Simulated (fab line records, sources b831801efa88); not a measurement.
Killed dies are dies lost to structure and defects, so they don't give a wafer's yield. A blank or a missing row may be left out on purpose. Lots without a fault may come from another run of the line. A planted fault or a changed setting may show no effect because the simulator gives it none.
Chamber matching | flow gf180mcu | GF_V5_CVD_02 on pecvd-01: 3 sister chambers
The step deposits SiO2 from TEOS, target thk 1450 nm, time 163.28 s. 14 wafers are shown with their chamber, then 7 later ones without.

WAFERS WITH THEIR CHAMBER
wafer  | chamber | heater_power_w (W)
L075.1 | 2       | 625
L075.2 | 0       | 778
L075.3 | 1       | 881
L076.2 | 1       | 830
L076.4 | 0       | 658
L076.5 | 1       | 941
L084.1 | 0       | 709
L084.2 | 2       | 580
L084.3 | 1       | 888
L086.1 | 2       | 595
L086.2 | 1       | 996
L086.5 | 0       | 652
L091.1 | 1       | 864
L091.3 | 0       | 742

SIGNATURES (means of the wafers above)
reading        | chamber 0 | chamber 1 | chamber 2 | scatter within a chamber
heater_power_w | 707.80    | 900.00    | 600.00    | 52.5
Rule: a wafer's distance from a chamber is the root of the sum, over the readings, of the square of ((its reading less the chamber's mean) divided by the reading's scatter). The wafer belongs to the nearest chamber; if the next one is less than 2 further off, it can't be placed. The scatter: the root of (the sum of the squares of (reading less its chamber's mean) over the shown wafers, divided by (wafers less chambers)).

WAFERS WITHOUT THEIR CHAMBER
wafer  | heater_power_w (W)
L091.5 | 581
L095.2 | 790
L095.3 | 713
L095.4 | 805
L097.2 | 754
L097.4 | 800
L097.6 | 600

WHICH CHAMBER EACH WENT THROUGH
wafer  | from the rows above     | in truth
L091.5 | 2                       | 2
L095.2 | can't be placed: 0 or 1 | 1
L095.3 | 0                       | 0
L095.4 | can't be placed: 1 or 0 | 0
L097.2 | can't be placed: 0 or 1 | 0
L097.4 | can't be placed: 0 or 1 | 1
L097.6 | 2                       | 2
Placed correctly: 3 of 7. Can't be placed from these rows: 4 (the true chamber is among the candidates in 4). Placed wrongly: 0.
